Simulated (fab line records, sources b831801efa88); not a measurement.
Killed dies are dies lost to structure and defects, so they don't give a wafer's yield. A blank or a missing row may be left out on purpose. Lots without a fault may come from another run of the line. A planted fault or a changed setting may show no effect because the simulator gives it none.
fab line records | flow sky130
record lots=5 wafers=15 last_day=50
route steps=708 shown VIA2@527 METAL3@532 CAPM@537 PAD_OPEN@708
lots that met no fault: from a run of the same line without faults
start_h: hours from the record's first day to the start of the lot's first wafer shown | wait_h: hours since the lot's step before | " the same as in the row above | L1.1+2: a row that stands for several wafers | - no value, or no start given | * or withheld: withheld | < > ~ a bound
route shown NAME@n: a module of which the file shows steps, and the number in the route of the first | usual: mean/standard deviation of fault-free wafers | same: alike in all rows | chamber/n: place in a boat | sites: the reading at each site | _std_site: their standard deviation | _edge_site: outer sites' mean less inner sites' | radius_mm: how far each site lies from the wafer's centre | mask NAME#n: copy n | behind: the tool/chamber that last shaped the wafer | hold: why the lot was held/for how many hours/how that ended | device: the transistor (n, p or np) that didn't switch | end of line: the same wafers' tests at the end of the route | a step without rows: its recipe alone | killed: dies lost to structure and defects at the first sort, not the wafer's yield | map: a wafer's dies, x killed, . not, _ none there
set.NAME: the setting as run; set.NAME@STEP: as run at that earlier step | model.NAME: the simulator's own value behind a step, which no gauge read
lots at some steps of the route; a table a step, a row a wafer
services: from which hour (start_h, from the record's first day; less than 0 if before it) a tool's chamber was out of use, for how many hours, and why
## steps
# step SKY_VIA2_SPUTTER_20
# recipe material=TiN target_thk_nm=20 chamber_pressure_pa=5 power_w=3847 time_s=80
# step SKY_VIA2_CVD_21
# recipe material=W target_thk_nm=420 time_s=126.4 temp_c=400 pressure_torr=40
# step SKY_VIA2_RS_MEAS_22
# recipe thk_meas_gauge=four-point-probe reads=W_of_VIA2_CVD_21+TiN_of_VIA2_SPUTTER_20
# usual VIA2_W_RS=0.2756/0.0025
# columns lot.wafer tool chamber start_h wait_h VIA2_W_RS[ohm/sq]
L488.2 film_metro-02 - 911.75 0.1 0.2743
L488.3 " - " " 0.2702
L488.6 " - " " 0.2700
L489.2 film_metro-01 - 915.15 0.1 0.2773
L489.3 " - " " 0.2767
L489.4 " - " " 0.2774
L499.2 film_metro-03 - 993.24 0.1 0.2767
L499.4 " - " " 0.2774
L499.5 " - " " 0.2786
L503.1 film_metro-03 - 1032.32 0.1 0.2794
L503.3 " - " " 0.2744
L503.5 " - " " 0.2764
L502.1 film_metro-03 - 1035.79 0.1 0.2806
L502.2 " - " " 0.2756
L502.4 " - " " 0.2780
# step SKY_VIA2_THK_MEAS_23
# recipe thk_meas_gauge=xrf reads=W_of_VIA2_CVD_21
# usual VIA2_W_THK=431/4.1
# columns lot.wafer tool chamber start_h wait_h VIA2_W_THK[nm]
L488.2 film_metro-02 - 911.86 0.1 430
L488.3 " - " " 438
L488.6 " - " " 437
L489.2 film_metro-01 - 915.26 0.1 429
L489.3 " - " " 429
L489.4 " - " " 428
L499.2 film_metro-03 - 993.35 0.1 434
L499.4 " - " " 431
L499.5 " - " " 430
L503.1 film_metro-03 - 1032.44 0.1 426
L503.3 " - " " 434
L503.5 " - " " 431
L502.1 film_metro-03 - 1035.91 0.1 423
L502.2 " - " " 433
L502.4 " - " " 427
# step SKY_VIA2_CMP_24
# recipe stop_on=SiO2 t_overpolish_s=20 down_force_psi=3.5 platen_rpm=60 target_thk_nm=0 pad_velocity_m_s=0.94248
# step SKY_METAL3_SPUTTER_00
# recipe material=Ti target_thk_nm=15 power_w=3000 time_s=10 chamber_pressure_pa=0.4
# step SKY_METAL3_SPUTTER_01
# recipe material=TiN target_thk_nm=20 power_w=6500 time_s=16.7 chamber_pressure_pa=0.4
# step SKY_METAL3_SPUTTER_02
# recipe material=AlCu target_thk_nm=735 power_w=10600 time_s=39.1 chamber_pressure_pa=0.4
# step SKY_METAL3_SPUTTER_03
# recipe material=Ti target_thk_nm=5 power_w=3000 time_s=3.3 chamber_pressure_pa=0.4
# usual throttle_valve_pct=29.8/1.1
# columns lot.wafer tool chamber start_h wait_h throttle_valve_pct
L488.2 pvd_sputter-01 - 912.30 0.0 30.9
L488.3 " - " " 30.6
L488.6 " - " " 31.4
L489.2 pvd_sputter-01 - 915.70 0.0 30.9
L489.3 " - " " 30.9
L489.4 " - " " 31.4
L499.2 pvd_sputter-03 - 994.24 0.0 29.3
L499.4 " - " " 30.2
L499.5 " - " " 30.4
L503.1 pvd_sputter-03 - 1032.88 0.0 29.8
L503.3 " - " " 28.6
L503.5 " - " " 30.4
L502.1 pvd_sputter-02 - 1036.36 0.0 31.0
L502.2 " - " " 28.2
L502.4 " - " " 28.1
# step SKY_METAL3_SPUTTER_04
# recipe material=TiN target_thk_nm=70 power_w=6500 time_s=58.3 chamber_pressure_pa=0.4
# step SKY_CAPM_CVD_00
# recipe material=SiO2 target_thk_nm=15.5 temp_c=400 time_s=withheld rf_w=450
# step SKY_CAPM_THK_MEAS_01
# recipe reads=SiO2_of_CAPM_CVD_00
# usual CAPM_CVD_00_THK=15.56/0.22
# columns lot.wafer tool chamber start_h wait_h CAPM_CVD_00_THK[nm]
L488.2 film_metro-02 - 912.40 - 15.31
L488.3 " - " " 15.62
L488.6 " - " " 15.88
L489.2 film_metro-03 - 915.79 - 15.40
L489.3 " - " " 15.43
L489.4 " - " " 15.96
L499.2 film_metro-03 - 994.34 - 15.09
L499.4 " - " " 15.40
L499.5 " - " " 15.49
L503.1 film_metro-02 - 1032.97 - 15.65
L503.3 " - " " 15.50
L503.5 " - " " 15.94
L502.1 film_metro-04 - 1036.46 - 15.43
L502.2 " - " " 15.53
L502.4 " - " " 15.80
# step SKY_CAPM_SPUTTER_02
# recipe material=TiN target_thk_nm=200 temp_c=300 power_w=6500 time_s=166.7 chamber_pressure_pa=0.4
# usual throttle_valve_pct=29.9/1
# columns lot.wafer tool chamber start_h wait_h throttle_valve_pct model.TiN_of_CAPM_SPUTTER_02.thk_nm
L488.2 pvd_sputter-02 - 912.45 0.0 28.2 198.5
L488.3 " - " " 31.0 199.4
L488.6 " - " " 28.5 197.2
L489.2 pvd_sputter-04 - 915.84 0.0 30.9 195.7
L489.3 " - " " 31.9 197.5
L489.4 " - " " 29.8 198.2
L499.2 pvd_sputter-04 - 994.39 0.0 31.7 200.9
L499.4 " - " " 29.5 200
L499.5 " - " " 29.8 268.6
L503.1 pvd_sputter-03 - 1033.03 0.1 30.5 200.3
L503.3 " - " " 29.8 198.8
L503.5 " - " " 30.6 201.1
L502.1 pvd_sputter-03 - 1036.52 0.1 30.4 200.8
L502.2 " - " " 28.6 199
L502.4 " - " " 29.8 199
# step SKY_CAPM_RS_MEAS_03
# recipe thk_meas_gauge=four-point-probe reads=TiN_of_CAPM_SPUTTER_02
# usual CAPM_TIN_RS=6.92/0.055
# columns lot.wafer tool chamber start_h wait_h CAPM_TIN_RS[ohm/sq]
L488.2 film_metro-03 - 912.58 0.1 6.97
L488.3 " - " " 6.94
L488.6 " - " " 7.03
L489.2 film_metro-02 - 915.97 0.1 7.06
L489.3 " - " " 7.00
L489.4 " - " " 6.95
L499.2 film_metro-02 - 994.52 0.1 6.87
L499.4 " - " " 6.91
L499.5 " - " " 5.10
L503.1 film_metro-03 - 1033.14 0.1 6.90
L503.3 " - " " 6.94
L503.5 " - " " 6.85
L502.1 film_metro-02 - 1036.63 0.1 6.87
L502.2 " - " " 6.93
L502.4 " - " " 6.93
# step SKY_CAPM_THK_MEAS_04
# recipe thk_meas_gauge=xrf reads=TiN_of_CAPM_SPUTTER_02
# usual CAPM_TIN_THK=199.1/2.1
# columns lot.wafer tool chamber start_h wait_h CAPM_TIN_THK[nm]
L488.2 film_metro-03 - 912.69 0.1 196.5
L488.3 " - " " 198.2
L488.6 " - " " 196.3
L489.2 film_metro-02 - 916.08 0.1 196.5
L489.3 " - " " 198.3
L489.4 " - " " 199.0
L499.2 film_metro-02 - 994.63 0.1 200.7
L499.4 " - " " 199.5
L499.5 " - " " 268.7
L503.1 film_metro-03 - 1033.26 0.1 197.0
L503.3 " - " " 196.3
L503.5 " - " " 198.1
L502.1 film_metro-02 - 1036.75 0.1 201.4
L502.2 " - " " 198.7
L502.4 " - " " 200.0
# step SKY_CAPM_DEHYDRATE_05
# recipe temp_c=200 time_s=60
# step SKY_CAPM_HMDS_06
# recipe prime_time_s=60 prime_temp_c=120
# step SKY_CAPM_COAT_07
# recipe resist=NOVOLAK spin_rpm=3000 resist_thk_nm=1140
# step SKY_CAPM_SOFTBAKE_08
# recipe temp_c=90 time_s=60 resist=NOVOLAK
# step SKY_CAPM_EXPOSE_09
# recipe mask_id=CAPM na=0.6 source_shape=conventional sigma_outer=0.6 polarization=unpolarized target_cd_nm=1000 dose_mj=159
# step SKY_CAPM_PEB_10
# recipe temp_c=withheld time_s=* resist=NOVOLAK
# step SKY_CAPM_DEVELOP_11
# recipe resist=NOVOLAK developer=TMAH develop_time_s=60 dev_temp_c=23
# step SKY_CAPM_OVL_MEAS_12
# usual CAPM_OVL=0.2/1.2
# columns lot.wafer tool chamber start_h wait_h CAPM_OVL[nm]
L488.2 overlay-01 - 937.70 0.1 0.5
L488.3 " - " " -1.3
L488.6 " - " " 1.3
L489.2 overlay-02 - 940.45 0.1 0.7
L489.3 " - " " 0.3
L489.4 " - " " -0.9
L499.2 overlay-02 - 1017.60 0.1 -0.2
L499.4 " - " " 0.2
L499.5 " - " " 0.3
L503.1 overlay-02 - 1054.52 0.1 -0.3
L503.3 " - " " 0.4
L503.5 " - " " 2.0
L502.1 overlay-02 - 1058.15 0.1 0.4
L502.2 " - " " 0.0
L502.4 " - " " 1.3
# step SKY_CAPM_METAL_ETCH_13
# recipe target_depth_nm=220 stop_on=SiO2 chemistry=Cl2/BCl3 target=TiN pressure_mtorr=10 icp_w=900 bias_w=48.5 Cl2_flow_sccm=60 bcl3_flow_sccm=30 time_s=62.9
# usual drypump_motor_current_A=5.6/0.43 he_backside_leak_sccm=3.21/0.23 oes_product_au=0.940/0.0063 throttle_valve_pct=21.901/0.0095
# columns lot.wafer tool chamber start_h wait_h drypump_motor_current_A he_backside_leak_sccm oes_product_au rf_hours_counter_h throttle_valve_pct
L488.2 rie_metal-03 0 937.73 0.0 5.6 3.39 0.929 2 21.912
L488.3 " 0 " " 5.5 3.42 0.945 - 21.894
L488.6 " 0 " " 5.6 3.31 0.934 - 21.908
L489.2 rie_metal-04 0 940.48 0.0 6.0 3.15 0.927 0 21.913
L489.3 " 1 " " 5.4 3.13 0.931 - 21.915
L489.4 " 0 " " 6.0 3.07 0.940 - 21.908
L499.2 rie_metal-04 1 1017.63 0.0 5.4 3.30 0.946 16 21.903
L499.4 " 0 " " 6.0 3.09 0.940 - 21.900
L499.5 " 1 " " 5.4 3.23 0.993 - 21.873
L503.1 rie_metal-01 1 1054.56 0.0 5.1 3.22 0.940 14 21.903
L503.3 " 1 " " 5.1 3.38 0.933 - 21.903
L503.5 " 0 " " 6.2 3.31 0.944 - 21.882
L502.1 rie_metal-04 1 1058.18 0.0 5.4 3.14 0.940 19 21.897
L502.2 " 0 " " 6.0 3.27 0.943 8 21.919
L502.4 " 0 " " 6.0 3.20 0.934 - 21.910
# step SKY_CAPM_STRIP_14
# recipe chemistry=O2/N2 power_w=1400 pressure_mtorr=1500 platen_temp_c=withheld o2_flow_sccm=3000 n2_flow_sccm=300 overash_fraction=0.5
# usual drypump_motor_current_A=5.8/0.39 o2_flow_sccm=2999/8.1 oes_product_au=0.710/0.005 strip_time_to_endpoint_s=12.68/0.036
# columns lot.wafer tool chamber start_h wait_h drypump_motor_current_A o2_flow_sccm oes_product_au rf_hours_counter_h strip_time_to_endpoint_s
L488.2 plasma_asher-04 0 937.81 0.1 5.8 2989 0.719 50 12.61
L488.3 " 0 " " 5.8 2986 0.711 - 12.59
L488.6 " 0 " " 5.9 2987 0.706 - 12.61
L489.2 plasma_asher-04 0 940.56 0.1 5.8 3002 0.707 50 12.70
L489.3 " 0 " " 5.8 3006 0.717 - 12.72
L489.4 " 1 " " 4.9 2990 0.712 - 12.69
L499.2 plasma_asher-01 0 1017.71 0.1 6.2 3008 0.711 115 12.72
L499.4 " 1 " " 5.6 3009 0.705 - 12.72
L499.5 " 0 " " 6.2 3004 0.702 - 12.72
L503.1 plasma_asher-01 1 1054.63 0.1 5.6 3009 0.720 118 12.62
L503.3 " 1 " " 5.6 2994 0.708 - 12.65
L503.5 " 1 " " 5.6 2998 0.707 - 12.65
L502.1 plasma_asher-02 0 1058.26 0.1 5.8 2987 0.699 95 12.67
L502.2 " 1 " " 6.1 2988 0.709 95 12.70
L502.4 " 1 " " 6.0 2996 0.708 - 12.72
# step SKY_CAPM_STRIP_15
# recipe chemistry=post_etch_residue_remover time_s=1200 temp_c=72.5
# step SKY_CAPM_CLEAN_16
# recipe chemistry=IPA time_s=180 temp_c=25
# step SKY_CAPM_CLEAN_17
# recipe chemistry=O3/DIW dry=n2_spin
# step SKY_METAL3_DEHYDRATE_05
# recipe temp_c=200 time_s=60
# step SKY_METAL3_HMDS_06
# recipe prime_time_s=60 prime_temp_c=120
# step SKY_METAL3_COAT_07
# recipe resist=BARC temp_c=withheld time_s=withheld spin_rpm=3000 resist_thk_nm=60
# step SKY_METAL3_COAT_08
# recipe resist=KrF-thick spin_rpm=3000 resist_thk_nm=1140
# step SKY_METAL3_SOFTBAKE_09
# recipe temp_c=100 time_s=90 resist=KrF-thick
# step SKY_METAL3_EXPOSE_10
# recipe mask_id=MM3 na=0.68 source_shape=annular sigma_inner=0.4 sigma_outer=0.8 target_cd_nm=300 dose_mj=28.65
# step SKY_METAL3_PEB_11
# recipe peb_temp_c=withheld peb_time_s=withheld resist=KrF-thick
# step SKY_METAL3_DEVELOP_12
# recipe develop_time_s=60 resist=KrF-thick dev_temp_c=21
# step SKY_METAL3_CD_MEAS_13
# recipe target_cd_nm=300
# usual cd_nm=299.6/1.4
# columns lot.wafer tool chamber start_h wait_h cd_nm
L488.2 cd_sem-01 - 962.66 - 296.8
L488.3 " - " " 297.9
L488.6 " - " " 297.1
L489.2 cd_sem-02 - 965.56 - 303.0
L489.3 " - " " 300.0
L489.4 " - " " 300.2
L499.2 cd_sem-01 - 1041.46 - 301.8
L499.4 " - " " 301.4
L499.5 " - " " 301.4
L503.1 cd_sem-01 - 1076.15 - 301.3
L503.3 " - " " 300.1
L503.5 " - " " 300.5
L502.1 cd_sem-02 - 1080.05 - 301.1
L502.2 " - " " 301.7
L502.4 " - " " 300.7
# step SKY_METAL3_OVL_MEAS_14
# usual METAL3_OVL=-1/5.4
# columns lot.wafer tool chamber start_h wait_h METAL3_OVL[nm]
L488.2 overlay-02 - 962.77 0.1 -6
L488.3 " - " " -2
L488.6 " - " " -5
L489.2 overlay-02 - 965.66 0.1 2
L489.3 " - " " 5
L489.4 " - " " 3
L499.2 overlay-02 - 1041.58 0.1 7
L499.4 " - " " 7
L499.5 " - " " -2
L503.1 overlay-01 - 1076.27 0.1 -4
L503.3 " - " " 2
L503.5 " - " " -3
L502.1 overlay-01 - 1080.17 0.1 -6
L502.2 " - " " -2
L502.4 " - " " -6
# step SKY_METAL3_DESCUM_15
# recipe chemistry=O2 source_power_w=150 bias_power_w=0 pressure_mtorr=10 temp_c=40 time_s=8
# step SKY_METAL3_ETCH_16
# recipe chemistry=N2/H2 target=BARC ion_energy_ev=200 bias_w=100 pressure_mtorr=30 n2_flow_sccm=100 h2_flow_sccm=200 icp_w=500 stop_on=SiO2 time_s=88.2 target_depth_a=600
# usual drypump_motor_current_A=5.7/0.45 he_backside_leak_sccm=3.3/0.42 oes_product_au=0.625/0.0044 throttle_valve_pct=13.204/0.01
# columns lot.wafer tool chamber start_h wait_h drypump_motor_current_A he_backside_leak_sccm oes_product_au rf_hours_counter_h throttle_valve_pct
L488.2 rie_metal-02 1 962.83 0.0 5.8 3.2 0.621 1 13.211
L488.3 " 0 " " 6.4 3.5 0.620 - 13.218
L488.6 " 1 " " 5.8 3.4 0.629 - 13.207
L489.2 rie_metal-04 0 965.73 0.0 6.1 3.1 0.629 1 13.201
L489.3 " 1 " " 5.4 3.1 0.623 - 13.213
L489.4 " 0 " " 6.1 3.0 0.620 - 13.206
L499.2 rie_metal-02 1 1041.71 0.1 5.8 3.1 0.617 - 13.205
L499.4 " 1 " " 5.8 3.2 0.629 - 13.190
L499.5 " 1 " " 5.8 3.1 0.627 - 13.187
L503.1 rie_metal-03 0 1076.33 0.0 5.5 3.4 0.623 9 13.210
L503.3 " 0 " " 5.6 3.5 0.625 - 13.207
L503.5 " 0 " " 5.5 3.4 0.619 - 13.226
L502.1 rie_metal-04 0 1080.23 0.0 6.1 3.1 0.625 9 13.205
L502.2 " 1 " " 5.4 3.2 0.621 21 13.206
L502.4 " 1 " " 5.4 3.3 0.628 - 13.206
# step SKY_METAL3_ETCH_17
# recipe target=SiO2 stop_on=TiN chemistry=C4F8/O2/Ar source_w=1500 bias_w=1200 pressure_mtorr=40 c4f8_flow_sccm=withheld O2_flow_sccm=6 Ar_flow_sccm=300 time_s=4.073 target_depth_a=150
# usual oes_product_au=0.743/0.0074
# columns lot.wafer tool chamber start_h wait_h oes_product_au rf_hours_counter_h
L488.2 rie_diel-04 1 962.93 0.1 0.734 11
L488.3 " 3 " " 0.744 11
L488.6 " 1 " " 0.750 -
L489.2 rie_diel-04 0 965.82 0.1 0.738 15
L489.3 " 3 " " 0.738 11
L489.4 " 2 " " 0.756 16
L499.2 rie_diel-01 0 1041.87 0.1 0.732 9
L499.4 " 1 " " 0.740 8
L499.5 " 2 " " 0.746 -
L503.1 rie_diel-01 1 1076.43 0.1 0.748 10
L503.3 " 3 " " 0.736 26
L503.5 " 1 " " 0.753 -
L502.1 rie_diel-03 2 1080.33 0.1 0.741 25
L502.2 " 1 " " 0.739 16
L502.4 " 0 " " 0.741 16
# step SKY_METAL3_METAL_ETCH_18
# recipe target_depth_a=8450 stop_on=SiO2 over_etch_frac=0.3 time_s=183.1 chemistry=Cl2/BCl3 resist_sidewall_deg=88 pressure_mtorr=10 icp_w=900 bias_w=48.5 Cl2_flow_sccm=60 bcl3_flow_sccm=30
# usual drypump_motor_current_A=5.6/0.42 he_backside_leak_sccm=3.21/0.16 oes_product_au=0.865/0.0064 throttle_valve_pct=22.264/0.0089
# columns lot.wafer tool chamber start_h wait_h drypump_motor_current_A he_backside_leak_sccm oes_product_au rf_hours_counter_h throttle_valve_pct
L488.2 rie_metal-04 1 962.95 0.0 5.4 3.11 0.868 13 22.264
L488.3 " 0 " " 6.1 2.93 0.856 - 22.264
L488.6 " 1 " " 5.4 3.16 0.871 - 22.265
L489.2 rie_metal-02 0 965.84 0.0 6.4 3.36 0.860 7 22.256
L489.3 " 1 " " 5.8 3.14 0.875 - 22.254
L489.4 " 0 " " 6.4 3.42 0.866 - 22.277
L499.2 rie_metal-02 1 1041.95 0.1 5.8 3.35 0.859 - 22.269
L499.4 " 1 " " 5.8 3.22 0.870 - 22.274
L499.5 " 1 " " 5.8 3.12 0.864 - 22.270
L503.1 rie_metal-04 1 1076.45 0.0 5.4 3.23 0.871 20 22.273
L503.3 " 0 " " 6.1 2.93 0.870 - 22.258
L503.5 " 1 " " 5.4 3.23 0.872 - 22.266
L502.1 rie_metal-03 0 1080.35 0.0 5.5 3.42 0.870 9 22.280
L502.2 " 1 " " 5.0 3.22 0.872 16 22.270
L502.4 " 1 " " 5.0 3.22 0.874 - 22.263
# step SKY_METAL3_STRIP_20
# recipe chemistry=post_etch_residue_remover time_s=1200 temp_c=72.5
# columns lot.wafer tool chamber start_h wait_h model.TiN_of_CAPM_SPUTTER_02.thk_nm
L488.2 wet_bench-02 2 963.23 0.1 197.6
L488.3 " 2 " " 198.5
L488.6 " 2 " " 196.4
L489.2 wet_bench-04 3 966.12 0.1 194.9
L489.3 " 3 " " 196.7
L489.4 " 3 " " 197.3
L499.2 wet_bench-03 1 1042.35 0.1 200
L499.4 " 1 " " 199.2
L499.5 " 1 " " 267.7
L503.1 wet_bench-02 1 1076.73 0.1 199.4
L503.3 " 1 " " 198
L503.5 " 1 " " 200.2
L502.1 wet_bench-03 1 1080.63 0.1 199.9
L502.2 " 1 " " 198.2
L502.4 " 1 " " 198.1
# step SKY_PAD_OPEN_PROBE_99
# usual defect_limited_yield=81.9/1.9 killed_at_M0_to_M3=45/7.9 killed_at_M4_up=2.9/1.8 killed_at_contacts=25/5.5 killed_at_front_end=16/4.4 killed_at_other=0.3/0.58 killed_dies=89/9.4 killed_open=49/6.8 killed_short=40/6.3
# same gross_dies=492 killed_at_back_side=0
# columns lot.wafer tool chamber start_h wait_h defect_limited_yield[%] killed_at_M0_to_M3 killed_at_M4_up killed_at_contacts killed_at_front_end killed_at_other killed_dies killed_open killed_short model.etest.tester.sort_n_pass model.etest.tester.sort_yield_pct model.etest.met3.line_ohm_um model.etest.tester.sort_bin_4_pct model.etest.via3_chain.rc_ohm model.etest.met3.rs_ohm_sq model.etest.tester.sort_bin_3_pct model.etest.cap_mim.plate_ohm_sq
L488.2 prober-02 - 1125.18 0.1 80.9 33 2 38 21 0 94 52 42 398 80.89 0.1431 0 10.15 0.04242 1.22 6.011
L488.3 prober-02 - 1125.23 0.2 78.7 45 5 40 15 0 105 58 46 387 78.66 0.1469 0 9.64 0.04343 0.813 6.026
L488.6 prober-02 - 1125.38 0.2 81.9 40 3 35 11 0 89 43 44 403 81.91 0.1437 0 9.447 0.04269 1.626 6.086
L489.2 prober-02 - 1128.49 0.1 84.3 33 5 25 13 1 77 39 38 415 84.35 0.1425 0 10.28 0.04293 0 6.103
L489.3 prober-02 - 1128.54 0.2 78.3 66 5 24 12 0 107 49 58 385 78.25 0.1428 0 8.97 0.04228 0.6098 6.038
L489.4 prober-02 - 1128.59 0.2 82.3 46 3 25 13 0 87 48 39 405 82.32 0.1425 0 9.683 0.04274 1.016 6.09
L499.2 prober-01 - 1184.46 0.1 80.1 53 3 27 15 0 98 63 35 394 80.08 0.139 0 9.522 0.04221 0.4065 5.998
L499.4 prober-01 - 1184.56 0.2 79.9 54 0 31 13 1 99 48 49 393 79.88 0.1411 0 9.655 0.04259 0.6098 6.025
L499.5 prober-01 - 1184.61 0.2 82.7 47 3 22 13 0 85 41 43 0 0 78.83 78.62 67.36 23.59 5.527 4.441
L503.1 prober-01 - 1209.52 0.1 81.7 39 3 30 18 0 90 47 43 402 81.71 0.1385 0 9.414 0.04195 0 6.014
L503.3 prober-01 - 1209.62 0.2 81.5 46 4 29 12 0 91 47 44 401 81.5 0.1387 0 10.46 0.04175 1.016 6.07
L503.5 prober-01 - 1209.72 0.2 81.7 53 3 22 12 0 90 45 45 402 81.71 0.1404 0 9.862 0.0421 0.813 5.974
L502.1 prober-02 - 1210.83 0.1 82.9 39 1 25 19 0 84 46 38 408 82.93 0.1411 0 9.317 0.04245 0.6098 5.993
L502.2 prober-02 - 1210.88 0.1 81.5 41 3 37 10 0 91 48 43 401 81.5 0.1393 0 9.733 0.04159 0.4065 6
L502.4 prober-02 - 1210.98 0.2 79.1 56 2 26 19 0 103 63 39 389 79.06 0.1405 0 9.574 0.04258 1.016 6.045
# killed by level:class
L488.2 CONTACT:geometric_particle:open=11 LI_CONTACT:geometric_particle:open=10 LOCAL_INTERCONNECT:geometric_particle:short=8 VIA1:geometric_particle:open=8 CONTACT:geometric_particle:short=6 VIA3:geometric_particle:open=6 FIELD_ISO:geometric_particle:short=5 METAL2:geometric_particle:short=5
L488.3 VIA1:geometric_particle:open=16 LI_CONTACT:geometric_particle:open=11 CONTACT:geometric_particle:short=10 CONTACT:geometric_particle:open=9 LOCAL_INTERCONNECT:geometric_particle:short=6 VIA3:geometric_particle:open=6 METAL2:geometric_particle:short=5 LI_CONTACT:geometric_particle:short=4
L488.6 CONTACT:geometric_particle:open=11 CONTACT:geometric_particle:short=10 LI_CONTACT:geometric_particle:open=9 METAL2:geometric_particle:short=9 VIA2:geometric_particle:open=6 VIA1:geometric_particle:open=5 VIA3:geometric_particle:open=5 FIELD_ISO:geometric_particle:short=4
L489.2 CONTACT:geometric_particle:open=10 FIELD_ISO:geometric_particle:open=5 LI_CONTACT:geometric_particle:open=5 CONTACT:geometric_particle:short=5 METAL1:geometric_particle:short=5 VIA1:geometric_particle:short=5 FIELD_ISO:geometric_particle:short=4 LOCAL_INTERCONNECT:geometric_particle:short=4
L489.3 VIA1:geometric_particle:open=13 METAL1:geometric_particle:short=11 METAL2:geometric_particle:short=9 VIA3:geometric_particle:open=9 CONTACT:geometric_particle:short=8 LI_CONTACT:geometric_particle:open=7 CONTACT:geometric_particle:open=6 VIA1:geometric_particle:short=6
L489.4 CONTACT:geometric_particle:open=10 LI_CONTACT:geometric_particle:open=7 CONTACT:geometric_particle:short=7 VIA1:geometric_particle:open=7 VIA3:geometric_particle:open=7 METAL1:geometric_particle:short=5 VIA2:geometric_particle:open=5 FIELD_ISO:geometric_particle:short=4
L499.2 CONTACT:geometric_particle:open=12 VIA1:geometric_particle:open=12 VIA2:geometric_particle:open=11 LI_CONTACT:geometric_particle:open=7 VIA3:geometric_particle:open=6 METAL2:geometric_particle:short=6 CONTACT:geometric_particle:short=5 FIELD_ISO:geometric_particle:open=4
L499.4 METAL1:geometric_particle:short=10 LI_CONTACT:geometric_particle:open=9 VIA1:geometric_particle:open=9 CONTACT:geometric_particle:open=8 CONTACT:geometric_particle:short=7 VIA2:geometric_particle:short=6 METAL2:geometric_particle:open=6 VIA2:geometric_particle:open=5
L499.5 VIA1:geometric_particle:open=10 CONTACT:geometric_particle:open=8 VIA2:geometric_particle:open=8 METAL2:geometric_particle:short=7 VIA3:geometric_particle:open=7 FIELD_ISO:geometric_particle:short=5 CONTACT:geometric_particle:short=5 VIA2:geometric_particle:short=4
L503.1 VIA1:geometric_particle:open=15 CONTACT:geometric_particle:open=8 POLY_GATE:geometric_particle:short=7 LI_CONTACT:geometric_particle:open=6 CONTACT:geometric_particle:short=6 LOCAL_INTERCONNECT:geometric_particle:short=5 METAL1:geometric_particle:short=5 LI_CONTACT:geometric_particle:short=4
L503.3 CONTACT:geometric_particle:open=9 VIA3:geometric_particle:open=8 LI_CONTACT:geometric_particle:open=7 METAL2:geometric_particle:short=7 FIELD_ISO:geometric_particle:short=6 VIA1:geometric_particle:open=5 LOCAL_INTERCONNECT:geometric_particle:open=4 LOCAL_INTERCONNECT:geometric_particle:short=4
L503.5 VIA1:geometric_particle:open=10 VIA2:geometric_particle:short=7 VIA2:geometric_particle:open=7 LOCAL_INTERCONNECT:geometric_particle:short=6 METAL3:geometric_particle:short=6 LI_CONTACT:geometric_particle:open=5 CONTACT:geometric_particle:open=5 VIA1:geometric_particle:short=5
L502.1 FIELD_ISO:geometric_particle:open=10 CONTACT:geometric_particle:open=8 METAL1:geometric_particle:short=7 LI_CONTACT:geometric_particle:open=6 VIA2:geometric_particle:open=6 VIA1:geometric_particle:open=6 FIELD_ISO:geometric_particle:short=5 CONTACT:geometric_particle:short=5
L502.2 VIA1:geometric_particle:open=14 CONTACT:geometric_particle:open=12 LOCAL_INTERCONNECT:geometric_particle:short=9 LI_CONTACT:geometric_particle:short=6 LI_CONTACT:geometric_particle:open=6 METAL1:geometric_particle:short=5 VIA3:geometric_particle:short=5 VIA3:geometric_particle:open=5
L502.4 VIA1:geometric_particle:open=21 LI_CONTACT:geometric_particle:open=10 VIA3:geometric_particle:open=7 CONTACT:geometric_particle:open=7 CONTACT:geometric_particle:short=5 FIELD_ISO:geometric_particle:short=4 FIELD_ISO:geometric_particle:open=4 POLY_GATE:geometric_particle:short=4
## services
# columns tool chamber start_h hours kind
rie_metal-02 - 899.62 2.8 pm
rie_diel-04 3 900.35 9.3 repair
rie_diel-04 1 901.29 7.9 repair
plasma_asher-01 - 925.50 15.6 pm
rie_diel-04 2 939.41 10.4 repair
rie_metal-03 - 941.03 0.8 repair
rie_diel-01 - 962.77 0.3 repair
rie_metal-03 - 986.43 14.6 pm
rie_metal-02 0 989.59 11.3 repair
pvd_sputter-04 - 994.79 1.0 repair
rie_diel-01 2 1009.53 18.0 repair
rie_diel-04 0 1009.69 4.9 repair
plasma_asher-01 - 1014.94 0.6 repair
rie_metal-02 0 1027.28 14.8 repair
plasma_asher-01 - 1033.46 2.8 pm
rie_diel-01 1 1033.77 5.8 repair
plasma_asher-01 - 1040.23 4.3 pm
rie_metal-03 - 1043.37 1.4 pm
rie_metal-04 - 1046.06 2.8 pm
rie_diel-04 2 1052.84 2.4 repair
plasma_asher-01 - 1055.25 9.0 pm
rie_diel-04 - 1061.96 0.6 repair
rie_metal-04 - 1064.67 0.1 repair
rie_metal-02 - 1069.62 14.6 pm
## key
first_sign step=SKY_CAPM_RS_MEAS_03 reading=CAPM_TIN_RS direction=down sigmas=33 usual=6.92 struck=5.10
effect step=SKY_CAPM_THK_MEAS_04 reading=CAPM_TIN_THK direction=up sigmas=34 usual=199.1 struck=268.7
effect step=SKY_CAPM_METAL_ETCH_13 reading=oes_product_au direction=up sigmas=8.4 usual=0.940 struck=0.993
model_effect step=SKY_CAPM_SPUTTER_02 value=TiN_of_CAPM_SPUTTER_02.thk_nm without=201.2 struck=268.6
model_effect step=SKY_METAL3_STRIP_20 value=TiN_of_CAPM_SPUTTER_02.thk_nm without=200.4 struck=267.7
model_effect step=SKY_PAD_OPEN_PROBE_99 value=etest.tester.sort_n_pass without=407 struck=0
met_at SKY_CAPM_SPUTTER_02
struck_wafers L499.5
onset_between 915.84 994.39
fault kind=process_parameter_drift tool=pvd_sputter-04 chamber=- onset_h=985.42 steps=SKY_CAPM_SPUTTER_02 channel=target_thk_nm offset=67.364 shape=step end_h=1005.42 acts_in=these_recipes_only stated=200 scope=struck_wafers_only
